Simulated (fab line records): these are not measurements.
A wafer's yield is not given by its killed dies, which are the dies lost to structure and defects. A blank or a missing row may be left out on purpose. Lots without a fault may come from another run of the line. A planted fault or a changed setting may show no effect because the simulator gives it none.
One fault through the eyes of 2 desks | flow sfq line | only its own numbers are on each desk; what lay behind them is given at the end

## AT THE TOOL OWNER'S DESK: pecvd-02
The tool's own readings at SFQ_TRILAYER_A5B_DEP_PECVD_129 (deposits SiO2 from SiH4/N2O, time 133.33 s, target thk 600 nm): means of the sampled wafers that have a number, for each lot that ran on this tool. Marked OUT: a lot whose mean sits more than 4 standard deviations from the usual mean, which makes it out of limits; the brackets give that distance.
Columns: A = heater power w at SFQ_TRILAYER_A5B_DEP_PECVD_129, usual 79 W; B = run length s at SFQ_TRILAYER_A5B_DEP_PECVD_129, usual 161.3 s; C = throttle valve pct at SFQ_TRILAYER_A5B_DEP_PECVD_129, usual 24.4 %
lot  | first seen here | A  | B               | C
L699 | day 71 14:23    | 82 | 161.1           | 23.7
L709 | day 76 17:50    | 84 | 169.7 (+17) OUT | 23.9
L712 | day 77 02:14    | 80 | 170.1 (+18) OUT | 23.8
This desk's verdict: out of limits on L709, L712, starting with L709 at day 76 17:50 (run length s at SFQ_TRILAYER_A5B_DEP_PECVD_129). In limits: L699.

## FROM THE METROLOGY DESK
Lot by lot, what the gauges showed, no matter which tool ran the lot: averages of those sampled wafers that carry a number. Marked OUT: a lot whose mean sits more than 4 standard deviations from the usual mean, which makes it out of limits; the brackets give that distance.
Columns: A = M5_OVL at SFQ_M5_OVL_MEAS_932, usual 1 nm
lot  | first seen here | A
L699 | day 71 13:19    | 3
L704 | day 74 02:38    | 2
L709 | day 76 16:46    | -1
L711 | day 76 20:22    | 5
L712 | day 77 01:10    | 8
L716 | day 77 09:34    | -1
This desk found nothing out of limits on any of the 6 lots.

## TAKEN TOGETHER
The tool owner's desk could have raised an alarm at day 76 17:50, on L709, L712.
From the metrology desk's view, nothing was out of limits.
The metrology desk has L709, L712 on record, within its limits.
The lots listed all ran SFQ_TRILAYER_A5B_DEP_PECVD_129 on pecvd-02.

## WHAT THE SIMULATOR HAD PUT IN
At SFQ_TRILAYER_A5B_DEP_PECVD_129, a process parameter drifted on pecvd-02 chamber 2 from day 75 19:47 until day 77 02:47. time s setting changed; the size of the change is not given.
Shown lots that were struck: L709, L712.
Each desk's first reading out of limits, in hours after the fault started: the tool owner's desk, 22.
